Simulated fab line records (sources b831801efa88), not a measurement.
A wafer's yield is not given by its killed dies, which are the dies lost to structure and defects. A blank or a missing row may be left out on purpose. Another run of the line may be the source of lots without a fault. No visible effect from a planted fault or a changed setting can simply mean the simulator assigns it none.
Which tool was responsible? | flow gf180mcu | 13 lots, 39 wafers sampled, at 3 steps of a route of 602

== WHAT THE GAUGES SHOWED, per wafer ==
GF_V1_RS_MEAS_24: the measuring method here is four-point-probe.
lot  | measured     | on            | V1_W_RS (ohm/sq)
L944 | day 17 21:15 | film_metro-04 | 0.323 0.330 0.325
L945 | day 18 11:58 | film_metro-04 | 0.323 0.327 0.320
L946 | day 18 22:44 | film_metro-04 | 0.331 0.331 0.328
L948 | day 19 18:37 | film_metro-04 | 0.332 0.328 0.330
L949 | day 20 00:59 | film_metro-04 | 0.333 0.332 0.328
L950 | day 20 04:43 | film_metro-02 | 0.329 0.324 0.332
L952 | day 21 04:19 | film_metro-01 | 0.331 0.334 0.327
L953 | day 21 11:01 | film_metro-04 | 0.330 0.332 0.334
L955 | day 22 09:50 | film_metro-01 | 0.325 0.325 0.330
L956 | day 22 18:15 | film_metro-04 | 0.332 0.337 0.330
L959 | day 23 21:14 | film_metro-02 | 0.330 0.331 0.337
L960 | day 24 01:10 | film_metro-04 | 0.320 0.325 0.320
L967 | day 26 06:55 | film_metro-04 | 0.329 0.331 0.335

GF_V2_THK_MEAS_01.
lot  | measured     | on            | V2_CVD_00_THK (nm)
L944 | day 18 22:31 | film_metro-01 | 612 612 604
L945 | day 19 14:05 | film_metro-01 | 613 613 607
L946 | day 19 23:56 | film_metro-01 | 607 604 601
L948 | day 20 19:52 | film_metro-01 | 587 597 590
L949 | day 21 02:17 | film_metro-03 | 602 607 596
L950 | day 21 06:26 | film_metro-01 | 608 610 601
L952 | day 22 04:49 | film_metro-03 | 608 600 604
L953 | day 22 11:49 | film_metro-02 | 604 609 600
L955 | day 23 11:11 | film_metro-02 | 604 609 603
L956 | day 23 19:07 | film_metro-01 | 601 600 604
L959 | day 24 20:31 | film_metro-02 | 593 600 598
L960 | day 25 01:04 | film_metro-02 | 606 592 611
L967 | day 27 04:46 | film_metro-02 | 596 598 594

== WHICH TOOL RAN EACH LOT (tool, then ch and the chambers of the sampled wafers, then the start) ==
lot  | GF_HV_LDD_STRIP_22
L944 | plasma_asher-02 ch 0,1, day 10 12:35
L945 | plasma_asher-01 ch 0,1, day 11 02:44
L946 | plasma_asher-03 ch 0,1, day 11 10:10
L948 | plasma_asher-02 ch 0,1, day 12 01:40
L949 | plasma_asher-02 ch 0,1, day 12 05:54
L950 | plasma_asher-02 ch 0,1, day 12 10:41
L952 | plasma_asher-02 ch 0,1, day 13 05:14
L953 | plasma_asher-02 ch 0,1, day 13 12:32
L955 | plasma_asher-02 ch 0,1, day 14 05:47
L956 | plasma_asher-02 ch 0,1, day 14 10:06
L959 | plasma_asher-02 ch 0,1, day 15 15:47
L960 | plasma_asher-02 ch 0,1, day 15 18:26
L967 | plasma_asher-02 ch 0,1, day 18 01:53
- GF_HV_LDD_STRIP_22: strips in O2/N2.

== AS READ BY THE TOOLS THEMSELVES (means over the sampled wafers that have a number; for cases with no such wafer, the mark the record gives instead) ==
GF_HV_LDD_STRIP_22.
lot  | tool            | drypump_motor_current_A (A) | heater_power_w (W) | o2_flow_sccm (sccm) | oes_product_au (a.u.) | strip_time_to_endpoint_s (s)
L944 | plasma_asher-02 | 6.11                        | 362                | 2993                | 0.715                 | 12.59
L945 | plasma_asher-01 | 5.64                        | 359                | 3004                | 0.712                 | 12.64
L946 | plasma_asher-03 | 5.57                        | 324                | 2999                | 0.714                 | 12.69
L948 | plasma_asher-02 | 6.03                        | 332                | 3001                | 0.716                 | 12.59
L949 | plasma_asher-02 | 6.03                        | 330                | 3007                | 0.718                 | 12.70
L950 | plasma_asher-02 | 6.08                        | 356                | 2989                | 0.717                 | 12.71
L952 | plasma_asher-02 | 6.12                        | 352                | 2991                | 0.717                 | 12.60
L953 | plasma_asher-02 | 6.04                        | 335                | 2998                | 0.720                 | 12.59
L955 | plasma_asher-02 | 6.04                        | 332                | 3003                | 0.715                 | 12.59
L956 | plasma_asher-02 | 6.10                        | 356                | 2988                | 0.714                 | 12.61
L959 | plasma_asher-02 | 6.03                        | 332                | 2400                | 0.706                 | 12.75
L960 | plasma_asher-02 | 6.02                        | 327                | 2401                | 0.709                 | 12.74
L967 | plasma_asher-02 | 6.03                        | 332                | 3003                | 0.709                 | 12.68

== THE ANSWER, worked out from the rows above alone ==
Rule: what is usual is taken from the lots themselves. Put in order of their means at a reading, lots are off if they are a third of the lots or fewer, leave a main group of 4 or more, and stand apart from it by a gap of 3 or more times the standard deviation of the main group's means; of several such gaps the widest counts. A main group is skipped when, at the precision printed for the reading in the tables above, its means are all equal. Also off: a lot with no number at a reading for which 4 or more lots have one. Any other lot the step has rows for is counted as sound. First the gauges in route order, then the tools' own readings, where a lot's mean is used as printed above. At the first step where some lot is off, the reading lying furthest off is the one used; lots without a number count as furthest.
Off, at GF_HV_LDD_STRIP_22 on o2_flow_sccm: L959, L960. Main group: mean 2998 sccm, sd 6.3.
If a tool, at that step or one of the process steps before it, ran each lot that is off and ran no sound lot following the first of them, it fits. None of those tried fits.

== WHAT THE SIMULATOR PUT IN ==
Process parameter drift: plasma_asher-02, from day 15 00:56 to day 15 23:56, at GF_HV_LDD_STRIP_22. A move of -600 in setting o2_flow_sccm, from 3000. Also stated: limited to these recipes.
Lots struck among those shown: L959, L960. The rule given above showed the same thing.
